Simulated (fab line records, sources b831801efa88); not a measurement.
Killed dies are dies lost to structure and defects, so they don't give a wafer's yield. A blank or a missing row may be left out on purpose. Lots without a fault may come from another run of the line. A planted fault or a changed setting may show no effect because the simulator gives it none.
Chamber matching | flow gf180mcu | GF_V4_CMP_04 on cmp-02: 4 sister chambers
The step polishes SiO2. 4 wafers are shown with their chamber, then 7 later ones without.

WAFERS WITH THEIR CHAMBER
wafer  | chamber | motor_current_A (A)
L247.6 | 2       | 10.6
L261.3 | 1       | 11.4
L262.2 | 0       | 13.8
L262.4 | 3       | 13.8

WAFERS WITHOUT THEIR CHAMBER
wafer  | motor_current_A (A)
L262.5 | 13.8
L263.1 | 11.7
L263.4 | 11.5
L263.6 | 11.6
L264.3 | 11.6
L264.4 | 13.4
L264.6 | 10.3

WHICH CHAMBER EACH WENT THROUGH
wafer  | from the rows above     | in truth
L262.5 | can't be placed: 0 or 3 | 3
L263.1 | 1                       | 1
L263.4 | 1                       | 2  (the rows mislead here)
L263.6 | 1                       | 1
L264.3 | 1                       | 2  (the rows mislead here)
L264.4 | can't be placed: 0 or 3 | 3
L264.6 | 2                       | 2
Placed correctly: 3 of 7. Can't be placed from these rows: 2 (the true chamber is among the candidates in 2). Placed wrongly: 2.
How it was worked out, from the rows above alone: a wafer's distance from a chamber is the root of the sum, over the readings, of the square of ((its reading less the chamber's mean) divided by the reading's scatter). The wafer belongs to the nearest chamber; if the next one is less than 2 further off, it can't be placed. A chamber's mean is the mean of its shown wafers. The scatter: with one shown wafer a chamber, the root of the mean of the squares of how far each hidden wafer lies from its nearest shown one.
